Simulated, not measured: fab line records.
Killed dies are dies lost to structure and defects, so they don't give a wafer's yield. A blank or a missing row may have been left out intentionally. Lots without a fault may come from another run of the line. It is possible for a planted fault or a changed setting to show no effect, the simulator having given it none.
Check of tool commonality || flow gf180mcu || 13 lots and 39 wafers in the sample

REASON FOR OPENING
On 2 of the 13 lots, a flag is raised at GF_HV_LDD_CD_MEAS_19 on the reading cd-nm. No-fault wafers: 399.8 nm, standard deviation 2.2.
Rule: a lot is flagged when every wafer of it that has a number lies more than 4 standard deviations from that mean, or none has a number. The other lots count as sound.

{"lot": "L940", "measured": "day 10 20:38", "on": "cd-sem-02", "cd-nm (nm), wafer by wafer": "399.2 398.3 397.9", "flag": ""}
{"lot": "L941", "measured": "day 11 03:16", "on": "cd-sem-01", "cd-nm (nm), wafer by wafer": "402.1 400.4 400.1", "flag": ""}
{"lot": "L942", "measured": "day 11 10:42", "on": "cd-sem-02", "cd-nm (nm), wafer by wafer": "400.4 399.8 401.5", "flag": ""}
{"lot": "L943", "measured": "day 11 18:10", "on": "cd-sem-01", "cd-nm (nm), wafer by wafer": "401.5 399.4 401.8", "flag": ""}
{"lot": "L944", "measured": "day 12 00:10", "on": "cd-sem-01", "cd-nm (nm), wafer by wafer": "397.5 395.2 398.6", "flag": ""}
{"lot": "L945", "measured": "day 12 18:22", "on": "cd-sem-01", "cd-nm (nm), wafer by wafer": "399.9 398.1 396.7", "flag": ""}
{"lot": "L949", "measured": "day 13 16:04", "on": "cd-sem-01", "cd-nm (nm), wafer by wafer": "395.8 397.9 396.8", "flag": ""}
{"lot": "L950", "measured": "day 13 21:43", "on": "cd-sem-01", "cd-nm (nm), wafer by wafer": "398.5 399.0 399.7", "flag": ""}
{"lot": "L951", "measured": "day 14 04:17", "on": "cd-sem-01", "cd-nm (nm), wafer by wafer": "383.6 386.6 385.5", "flag": "FLAGGED"}
{"lot": "L953", "measured": "day 15 11:00", "on": "cd-sem-02", "cd-nm (nm), wafer by wafer": "401.6 400.2 402.2", "flag": ""}
{"lot": "L955", "measured": "day 15 16:12", "on": "cd-sem-02", "cd-nm (nm), wafer by wafer": "382.8 382.7 382.3", "flag": "FLAGGED"}
{"lot": "L956", "measured": "day 15 17:43", "on": "cd-sem-01", "cd-nm (nm), wafer by wafer": "398.2 395.7 397.9", "flag": ""}
{"lot": "L957", "measured": "day 16 07:18", "on": "cd-sem-01", "cd-nm (nm), wafer by wafer": "400.8 401.0 402.2", "flag": ""}
On average the flagged lots' numbers are 383.9 nm, which is -15.9 nm against the usual, or -7 standard deviations.

WHICH TOOL EACH LOT WENT THROUGH
The record holds 1 process step before the reading, out of a route of 602 steps. Read each cell as the tool, then ch plus the chambers that the sampled wafers visited, then the start.
{"lot": "L940", "flag": "", "GF_HV_LDD_EXPOSE_16": "iline-stepper-01 ch 0, day 10 11:56"}
{"lot": "L941", "flag": "", "GF_HV_LDD_EXPOSE_16": "iline-stepper-01 ch 0, day 10 17:43"}
{"lot": "L942", "flag": "", "GF_HV_LDD_EXPOSE_16": "iline-stepper-01 ch 0, day 11 02:15"}
{"lot": "L943", "flag": "", "GF_HV_LDD_EXPOSE_16": "iline-stepper-01 ch 0, day 11 09:06"}
{"lot": "L944", "flag": "", "GF_HV_LDD_EXPOSE_16": "iline-stepper-01 ch 0, day 11 15:07"}
{"lot": "L945", "flag": "", "GF_HV_LDD_EXPOSE_16": "iline-stepper-02 ch 0, day 12 10:40"}
{"lot": "L949", "flag": "", "GF_HV_LDD_EXPOSE_16": "iline-stepper-02 ch 0, day 13 06:50"}
{"lot": "L950", "flag": "", "GF_HV_LDD_EXPOSE_16": "iline-stepper-01 ch 0, day 13 12:20"}
{"lot": "L951", "flag": "FLAGGED", "GF_HV_LDD_EXPOSE_16": "iline-stepper-02 ch 0, day 13 17:44"}
{"lot": "L953", "flag": "", "GF_HV_LDD_EXPOSE_16": "iline-stepper-01 ch 0, day 15 00:37"}
{"lot": "L955", "flag": "FLAGGED", "GF_HV_LDD_EXPOSE_16": "iline-stepper-02 ch 0, day 15 05:53"}
{"lot": "L956", "flag": "", "GF_HV_LDD_EXPOSE_16": "iline-stepper-01 ch 0, day 15 07:26"}
{"lot": "L957", "flag": "", "GF_HV_LDD_EXPOSE_16": "iline-stepper-01 ch 0, day 15 20:18"}
What the steps here do:
- GF_HV_LDD_EXPOSE_16: exposes mask Pplus LV AREA, target cd 400 nm.
- GF_HV_LDD_CD_MEAS_19: target cd 400 nm.

FLAGGED OVER TOTAL, TOOL BY TOOL (the gauges that took the reading come last)
{"step": "GF_HV_LDD_EXPOSE_16", "tool": "iline-stepper-01", "lots run": 9, "flagged": 0, "share of the flagged lots": "none", "sound lots run after its first flagged lot": "-"}
{"step": "GF_HV_LDD_EXPOSE_16", "tool": "iline-stepper-02", "lots run": 4, "flagged": 2, "share of the flagged lots": "all", "sound lots run after its first flagged lot": 0}
{"step": "GF_HV_LDD_CD_MEAS_19", "tool": "cd-sem-01", "lots run": 9, "flagged": 1, "share of the flagged lots": "some", "sound lots run after its first flagged lot": "2 (L956,L957)"}
{"step": "GF_HV_LDD_CD_MEAS_19", "tool": "cd-sem-02", "lots run": 4, "flagged": 1, "share of the flagged lots": "some", "sound lots run after its first flagged lot": 0}

WHAT THE TABLE ALLOWS
Rows of the table that ran each flagged lot: 1, that is iline-stepper-02 at GF_HV_LDD_EXPOSE_16.
- iline-stepper-02 at GF_HV_LDD_EXPOSE_16: 2 of its 4 lots flagged. It ran its last sound lot, L949, at day 13 06:50 and its first flagged lot, L951, at day 13 17:44: a fault with its onset between the two fits. Its own readings (exposure-dose-mJ-cm2) fall more than 4 standard deviations out on all wafers of the flagged lots.
One tool is left: iline-stepper-02 at GF_HV_LDD_EXPOSE_16.

WHAT THE SIMULATOR HAD PUT IN
Process parameter drift: iline-stepper-02, from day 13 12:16 on, at GF_HV_LDD_EXPOSE_16. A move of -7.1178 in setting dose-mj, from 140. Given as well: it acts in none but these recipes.
Shown lots that were struck: L951, L955. The rule above found the same.
